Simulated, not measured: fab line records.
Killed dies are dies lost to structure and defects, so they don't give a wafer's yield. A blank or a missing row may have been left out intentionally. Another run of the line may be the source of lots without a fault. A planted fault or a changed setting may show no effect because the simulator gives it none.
Chamber matching || flow gf180mcu || pecvd-02 running GF_MIM_CVD_05: 3 sister chambers
The step deposits Si3N4, target thk 42 nm, time 27.96 s. 3 wafers are shown with their chamber, then 8 later ones without.

WAFERS PAIRED WITH THEIR CHAMBERS
{"wafer": "L435.4", "chamber": 1, "heater-power-w (W)": 630}
{"wafer": "L435.5", "chamber": 2, "heater-power-w (W)": 782}
{"wafer": "L440.4", "chamber": 0, "heater-power-w (W)": 755}

WAFERS WITHOUT THEIR CHAMBER
{"wafer": "L440.5", "heater-power-w (W)": 569}
{"wafer": "L440.6", "heater-power-w (W)": 783}
{"wafer": "L441.1", "heater-power-w (W)": 702}
{"wafer": "L441.2", "heater-power-w (W)": 614}
{"wafer": "L441.4", "heater-power-w (W)": 700}
{"wafer": "L450.1", "heater-power-w (W)": 791}
{"wafer": "L450.4", "heater-power-w (W)": 690}
{"wafer": "L450.5", "heater-power-w (W)": 589}

THE CHAMBER EACH PASSED THROUGH
{"wafer": "L440.5", "from the rows above": 1, "in truth": 1}
{"wafer": "L440.6", "from the rows above": "can't be placed: 2 or 0", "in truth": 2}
{"wafer": "L441.1", "from the rows above": "can't be placed: 0 or 1 or 2", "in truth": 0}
{"wafer": "L441.2", "from the rows above": 1, "in truth": 1}
{"wafer": "L441.4", "from the rows above": "can't be placed: 0 or 1 or 2", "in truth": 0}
{"wafer": "L450.1", "from the rows above": "can't be placed: 2 or 0", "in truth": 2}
{"wafer": "L450.4", "from the rows above": "can't be placed: 1 or 0 or 2", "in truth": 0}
{"wafer": "L450.5", "from the rows above": 1, "in truth": 1}
Correctly placed: 3 of 8. Can't be placed from these rows: 5 (the true chamber is among the candidates in 5). 0 placed wrongly.
How it was worked out, from the rows above alone: a wafer's distance from a chamber is the root of the sum, over the readings, of the square of ((its reading less the chamber's mean) divided by the reading's scatter). If the next closest chamber is less than 2 further off than the closest, the wafer can't be placed; otherwise it belongs to the closest. The mean given for a chamber averages the wafers shown for that chamber. The scatter: root of mean squared gap, hidden wafer to nearest shown wafer, with one shown wafer a chamber.
